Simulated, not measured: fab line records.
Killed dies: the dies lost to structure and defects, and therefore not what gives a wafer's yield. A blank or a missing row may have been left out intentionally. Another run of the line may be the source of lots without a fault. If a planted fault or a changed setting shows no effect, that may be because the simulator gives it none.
Which tool was responsible? / flow gf180mcu / 36 wafers from 12 lots sampled at 6 of the route's 602 steps

== WHAT EACH GAUGE READ, for each wafer ==
GF_HV_LDD_OVL_MEAS_20. Usual: for HV_LDD_01_OVL the level is 0.5 nm and the standard deviation is 1.7.
lot=L274; measured=day 10 17:17; on=overlay-02; HV_LDD_01_OVL (nm)=-1.9 -0.8 -0.9; flag=
lot=L276; measured=day 11 13:31; on=overlay-01; HV_LDD_01_OVL (nm)=0.7 -0.1 -0.6; flag=
lot=L283; measured=day 13 19:05; on=overlay-02; HV_LDD_01_OVL (nm)=-2.2 -2.5 -1.9; flag=
lot=L285; measured=day 14 05:36; on=overlay-01; HV_LDD_01_OVL (nm)=0.5 0.3 -0.4; flag=
lot=L287; measured=day 14 18:38; on=overlay-02; HV_LDD_01_OVL (nm)=-0.4 -1.9 -3.0; flag=
lot=L291; measured=day 16 05:55; on=overlay-01; HV_LDD_01_OVL (nm)=-0.2 -2.1 -1.8; flag=
lot=L292; measured=day 16 08:14; on=overlay-01; HV_LDD_01_OVL (nm)=0.4 -1.8 2.9; flag=
lot=L293; measured=day 16 16:46; on=overlay-02; HV_LDD_01_OVL (nm)=-0.2 0.5 0.1; flag=
lot=L294; measured=day 17 01:40; on=overlay-01; HV_LDD_01_OVL (nm)=4.7 1.6 0.2; flag=
lot=L295; measured=day 17 10:58; on=overlay-02; HV_LDD_01_OVL (nm)=-1.4 -1.3 0.5; flag=
lot=L296; measured=day 17 14:23; on=overlay-01; HV_LDD_01_OVL (nm)=1.8 1.1 0.0; flag=
lot=L297; measured=day 17 21:02; on=overlay-01; HV_LDD_01_OVL (nm)=0.1 3.0 -0.1; flag=

GF_PSD_OVL_MEAS_08. Usual: for PSD_OVL the level is -0.6 nm and the standard deviation is 1.4.
lot=L274; measured=day 14 06:41; on=overlay-02; PSD_OVL (nm)=-0.6 -0.2 -0.8; flag=
lot=L276; measured=day 15 03:32; on=overlay-02; PSD_OVL (nm)=-0.5 0.0 -0.8; flag=
lot=L283; measured=day 17 14:15; on=overlay-02; PSD_OVL (nm)=-0.5 -1.7 -0.7; flag=
lot=L285; measured=day 18 03:09; on=overlay-02; PSD_OVL (nm)=0.3 -0.8 -1.3; flag=
lot=L287; measured=day 18 17:48; on=overlay-02; PSD_OVL (nm)=-1.0 -0.6 0.2; flag=
lot=L291; measured=day 20 07:35; on=overlay-02; PSD_OVL (nm)=1.5 -1.1 -1.0; flag=
lot=L292; measured=day 20 10:27; on=overlay-02; PSD_OVL (nm)=-1.2 -5.5 -2.6; flag=
lot=L293; measured=day 20 17:20; on=overlay-01; PSD_OVL (nm)=-2.5 1.0 -0.6; flag=
lot=L294; measured=day 21 04:29; on=overlay-02; PSD_OVL (nm)=-0.7 -0.1 1.3; flag=
lot=L295; measured=day 21 15:31; on=overlay-02; PSD_OVL (nm)=-1.8 -3.7 -0.8; flag=
lot=L296; measured=day 21 18:32; on=overlay-02; PSD_OVL (nm)=0.0 1.9 -0.9; flag=
lot=L297; measured=day 22 00:14; on=overlay-01; PSD_OVL (nm)=-2.0 -0.7 -3.2; flag=

GF_PSD_RS_MEAS_14: measurement is done with a four-point probe. Usual: for NSD_RS the level is 46.13 ohm/sq and the standard deviation is 0.081.
lot=L274; measured=day 14 07:11; on=film_metro-01; NSD_RS (ohm/sq)=45.99 46.09 46.08; flag=
lot=L276; measured=day 15 04:01; on=film_metro-02; NSD_RS (ohm/sq)=46.06 46.04 46.15; flag=
lot=L283; measured=day 17 14:44; on=film_metro-01; NSD_RS (ohm/sq)=46.08 46.19 46.31; flag=
lot=L285; measured=day 18 03:40; on=film_metro-03; NSD_RS (ohm/sq)=48.23 48.29 48.28; flag=OFF
lot=L287; measured=day 18 18:19; on=film_metro-02; NSD_RS (ohm/sq)=48.10 48.13 48.05; flag=OFF
lot=L291; measured=day 20 08:04; on=film_metro-02; NSD_RS (ohm/sq)=46.15 46.24 46.21; flag=
lot=L292; measured=day 20 10:58; on=film_metro-01; NSD_RS (ohm/sq)=46.12 46.15 46.12; flag=
lot=L293; measured=day 20 17:49; on=film_metro-03; NSD_RS (ohm/sq)=46.10 46.24 46.01; flag=
lot=L294; measured=day 21 04:59; on=film_metro-02; NSD_RS (ohm/sq)=46.19 46.11 46.20; flag=
lot=L295; measured=day 21 16:00; on=film_metro-03; NSD_RS (ohm/sq)=46.25 46.25 46.23; flag=
lot=L296; measured=day 21 19:02; on=film_metro-03; NSD_RS (ohm/sq)=46.09 46.14 46.16; flag=
lot=L297; measured=day 22 00:44; on=film_metro-01; NSD_RS (ohm/sq)=46.19 46.31 46.14; flag=

== TOOL THAT RAN EACH LOT (tool first, then ch and the chambers of the sampled wafers, then the start) ==
lot=L274; GF_HV_LDD_STRIP_37=plasma_asher-04 ch 0,1, day 11 13:02; GF_NSD_IMPLANT_10=implanter-01 ch 0, day 13 09:54; GF_NSD_STRIP_11=plasma_asher-02 ch 0,1, day 13 10:02
lot=L276; GF_HV_LDD_STRIP_37=plasma_asher-01 ch 0,1, day 12 10:13; GF_NSD_IMPLANT_10=implanter-01 ch 0, day 14 06:34; GF_NSD_STRIP_11=plasma_asher-03 ch 1, day 14 06:43
lot=L283; GF_HV_LDD_STRIP_37=plasma_asher-03 ch 0,1, day 14 17:05; GF_NSD_IMPLANT_10=implanter-01 ch 0, day 16 15:00; GF_NSD_STRIP_11=plasma_asher-04 ch 0,1, day 16 15:07
lot=L285; GF_HV_LDD_STRIP_37=plasma_asher-01 ch 0,1, day 15 03:53; GF_NSD_IMPLANT_10=implanter-02 ch 0, day 17 04:16; GF_NSD_STRIP_11=plasma_asher-03 ch 0,1, day 17 04:23
lot=L287; GF_HV_LDD_STRIP_37=plasma_asher-04 ch 0,1, day 15 16:49; GF_NSD_IMPLANT_10=implanter-02 ch 0, day 17 18:26; GF_NSD_STRIP_11=plasma_asher-02 ch 0,1, day 17 18:34
lot=L291; GF_HV_LDD_STRIP_37=plasma_asher-04 ch 0, day 17 05:17; GF_NSD_IMPLANT_10=implanter-03 ch 0, day 19 07:04; GF_NSD_STRIP_11=plasma_asher-04 ch 0,1, day 19 07:13
lot=L292; GF_HV_LDD_STRIP_37=plasma_asher-03 ch 0,1, day 17 08:11; GF_NSD_IMPLANT_10=implanter-03 ch 0, day 19 10:19; GF_NSD_STRIP_11=plasma_asher-03 ch 0,1, day 19 10:26
lot=L293; GF_HV_LDD_STRIP_37=plasma_asher-04 ch 0,1, day 17 16:04; GF_NSD_IMPLANT_10=implanter-01 ch 0, day 19 17:46; GF_NSD_STRIP_11=plasma_asher-02 ch 0,1, day 19 17:55
lot=L294; GF_HV_LDD_STRIP_37=plasma_asher-03 ch 0,1, day 18 00:49; GF_NSD_IMPLANT_10=implanter-01 ch 0, day 20 04:16; GF_NSD_STRIP_11=plasma_asher-02 ch 0,1, day 20 04:25
lot=L295; GF_HV_LDD_STRIP_37=plasma_asher-01 ch 0,1, day 18 11:02; GF_NSD_IMPLANT_10=implanter-01 ch 0, day 20 15:52; GF_NSD_STRIP_11=plasma_asher-02 ch 1, day 20 16:01
lot=L296; GF_HV_LDD_STRIP_37=plasma_asher-01 ch 0,1, day 18 14:40; GF_NSD_IMPLANT_10=implanter-03 ch 0, day 20 18:34; GF_NSD_STRIP_11=plasma_asher-03 ch 0,1, day 20 18:43
lot=L297; GF_HV_LDD_STRIP_37=plasma_asher-01 ch 0,1, day 18 21:19; GF_NSD_IMPLANT_10=implanter-02 ch 0, day 21 00:43; GF_NSD_STRIP_11=plasma_asher-03 ch 0,1, day 21 00:50
- GF_HV_LDD_STRIP_37: strips in O2/N2.
- GF_NSD_IMPLANT_10
- GF_NSD_STRIP_11: strips in O2/N2.

== AS READ BY THE TOOLS THEMSELVES (means over the sampled wafers that have a number; for cases with no such wafer, the mark the record gives instead) ==
GF_HV_LDD_STRIP_37. Usual: drypump_motor_current_A 5.7 A, standard deviation 0.38; heater_power_w 330 W, standard deviation 41; oes_product_au 0.715 a.u., standard deviation 0.0044; strip_time_to_endpoint_s 12.65 s, standard deviation 0.032.
lot=L274; tool=plasma_asher-04; drypump_motor_current_A (A)=5.9; heater_power_w (W)=343; oes_product_au (a.u.)=0.714; strip_time_to_endpoint_s (s)=12.71; flag=
lot=L276; tool=plasma_asher-01; drypump_motor_current_A (A)=5.3; heater_power_w (W)=367; oes_product_au (a.u.)=0.712; strip_time_to_endpoint_s (s)=12.66; flag=
lot=L283; tool=plasma_asher-03; drypump_motor_current_A (A)=5.9; heater_power_w (W)=273; oes_product_au (a.u.)=0.717; strip_time_to_endpoint_s (s)=12.66; flag=
lot=L285; tool=plasma_asher-01; drypump_motor_current_A (A)=5.3; heater_power_w (W)=377; oes_product_au (a.u.)=0.717; strip_time_to_endpoint_s (s)=12.66; flag=
lot=L287; tool=plasma_asher-04; drypump_motor_current_A (A)=6.0; heater_power_w (W)=343; oes_product_au (a.u.)=0.717; strip_time_to_endpoint_s (s)=12.63; flag=
lot=L291; tool=plasma_asher-04; drypump_motor_current_A (A)=6.0; heater_power_w (W)=346; oes_product_au (a.u.)=0.714; strip_time_to_endpoint_s (s)=12.68; flag=
lot=L292; tool=plasma_asher-03; drypump_motor_current_A (A)=5.6; heater_power_w (W)=284; oes_product_au (a.u.)=0.717; strip_time_to_endpoint_s (s)=12.67; flag=
lot=L293; tool=plasma_asher-04; drypump_motor_current_A (A)=5.9; heater_power_w (W)=348; oes_product_au (a.u.)=0.720; strip_time_to_endpoint_s (s)=12.62; flag=
lot=L294; tool=plasma_asher-03; drypump_motor_current_A (A)=5.6; heater_power_w (W)=277; oes_product_au (a.u.)=0.719; strip_time_to_endpoint_s (s)=12.65; flag=
lot=L295; tool=plasma_asher-01; drypump_motor_current_A (A)=5.3; heater_power_w (W)=373; oes_product_au (a.u.)=0.716; strip_time_to_endpoint_s (s)=12.62; flag=
lot=L296; tool=plasma_asher-01; drypump_motor_current_A (A)=5.3; heater_power_w (W)=368; oes_product_au (a.u.)=0.716; strip_time_to_endpoint_s (s)=12.66; flag=
lot=L297; tool=plasma_asher-01; drypump_motor_current_A (A)=5.2; heater_power_w (W)=373; oes_product_au (a.u.)=0.712; strip_time_to_endpoint_s (s)=12.63; flag=

GF_NSD_IMPLANT_10. Usual: dose_ions_cm2 5e+14, standard deviation 5.6e+11; faraday_current_uA 2792, standard deviation 54.
lot=L274 tool=implanter-01 dose_ions_cm2=5e+14 faraday_current_uA=2771 flag=
lot=L276 tool=implanter-01 dose_ions_cm2=5e+14 faraday_current_uA=2763 flag=
lot=L283 tool=implanter-01 dose_ions_cm2=5e+14 faraday_current_uA=2805 flag=
lot=L285 tool=implanter-02 dose_ions_cm2=3e+14 faraday_current_uA=1835 flag=OFF
lot=L287 tool=implanter-02 dose_ions_cm2=3e+14 faraday_current_uA=1887 flag=OFF
lot=L291 tool=implanter-03 dose_ions_cm2=5e+14 faraday_current_uA=2751 flag=
lot=L292 tool=implanter-03 dose_ions_cm2=5e+14 faraday_current_uA=2799 flag=
lot=L293 tool=implanter-01 dose_ions_cm2=5e+14 faraday_current_uA=2812 flag=
lot=L294 tool=implanter-01 dose_ions_cm2=5e+14 faraday_current_uA=2829 flag=
lot=L295 tool=implanter-01 dose_ions_cm2=5e+14 faraday_current_uA=2797 flag=
lot=L296 tool=implanter-03 dose_ions_cm2=5e+14 faraday_current_uA=2728 flag=
lot=L297 tool=implanter-02 dose_ions_cm2=5e+14 faraday_current_uA=2834 flag=

GF_NSD_STRIP_11. Usual: drypump_motor_current_A 5.8 A, standard deviation 0.35; heater_power_w 309 W, standard deviation 34; oes_product_au 0.487 a.u., standard deviation 0.0047; strip_time_to_endpoint_s 22.96 s, standard deviation 0.034.
lot=L274; tool=plasma_asher-02; drypump_motor_current_A (A)=5.8; heater_power_w (W)=341; oes_product_au (a.u.)=0.487; strip_time_to_endpoint_s (s)=23.00; flag=
lot=L276; tool=plasma_asher-03; drypump_motor_current_A (A)=5.2; heater_power_w (W)=288; oes_product_au (a.u.)=0.484; strip_time_to_endpoint_s (s)=22.94; flag=
lot=L283; tool=plasma_asher-04; drypump_motor_current_A (A)=5.9; heater_power_w (W)=345; oes_product_au (a.u.)=0.484; strip_time_to_endpoint_s (s)=22.94; flag=
lot=L285; tool=plasma_asher-03; drypump_motor_current_A (A)=5.9; heater_power_w (W)=270; oes_product_au (a.u.)=0.489; strip_time_to_endpoint_s (s)=22.85; flag=OFF
lot=L287; tool=plasma_asher-02; drypump_motor_current_A (A)=5.8; heater_power_w (W)=344; oes_product_au (a.u.)=0.484; strip_time_to_endpoint_s (s)=22.81; flag=OFF
lot=L291; tool=plasma_asher-04; drypump_motor_current_A (A)=5.9; heater_power_w (W)=345; oes_product_au (a.u.)=0.493; strip_time_to_endpoint_s (s)=23.01; flag=
lot=L292; tool=plasma_asher-03; drypump_motor_current_A (A)=5.6; heater_power_w (W)=291; oes_product_au (a.u.)=0.490; strip_time_to_endpoint_s (s)=22.93; flag=
lot=L293; tool=plasma_asher-02; drypump_motor_current_A (A)=5.7; heater_power_w (W)=331; oes_product_au (a.u.)=0.487; strip_time_to_endpoint_s (s)=22.96; flag=
lot=L294; tool=plasma_asher-02; drypump_motor_current_A (A)=5.7; heater_power_w (W)=329; oes_product_au (a.u.)=0.494; strip_time_to_endpoint_s (s)=22.95; flag=
lot=L295; tool=plasma_asher-02; drypump_motor_current_A (A)=5.7; heater_power_w (W)=321; oes_product_au (a.u.)=0.486; strip_time_to_endpoint_s (s)=22.95; flag=
lot=L296; tool=plasma_asher-03; drypump_motor_current_A (A)=5.9; heater_power_w (W)=276; oes_product_au (a.u.)=0.486; strip_time_to_endpoint_s (s)=22.95; flag=
lot=L297; tool=plasma_asher-03; drypump_motor_current_A (A)=5.6; heater_power_w (W)=298; oes_product_au (a.u.)=0.489; strip_time_to_endpoint_s (s)=22.96; flag=

== THE ANSWER, worked out from the rows above alone ==
Rule: lot off if the mean of its wafers having a number is beyond 3 standard deviations from the usual mean. A lot without any number at a reading at which 4 lots or more have one is off too. All remaining lots with rows at the step are treated as sound. First the gauges in route order, then the tools' own readings, where a lot's mean is used as printed above. At the first step where some lot is off, the reading lying furthest off is the one used; lots without a number count as furthest.
Off: at GF_PSD_RS_MEAS_14 (NSD_RS), L285, L287.
If a tool, at a process step before that reading, ran all the lots that are off and no sound lot after the first of them, it fits. Not tried: the gauges at GF_PSD_RS_MEAS_14; whatever is off there is also off at GF_NSD_IMPLANT_10, on other tools, and gauge error can't account for it. Not one of the candidates tried fits.

== WHAT WAS PUT IN BY THE SIMULATOR ==
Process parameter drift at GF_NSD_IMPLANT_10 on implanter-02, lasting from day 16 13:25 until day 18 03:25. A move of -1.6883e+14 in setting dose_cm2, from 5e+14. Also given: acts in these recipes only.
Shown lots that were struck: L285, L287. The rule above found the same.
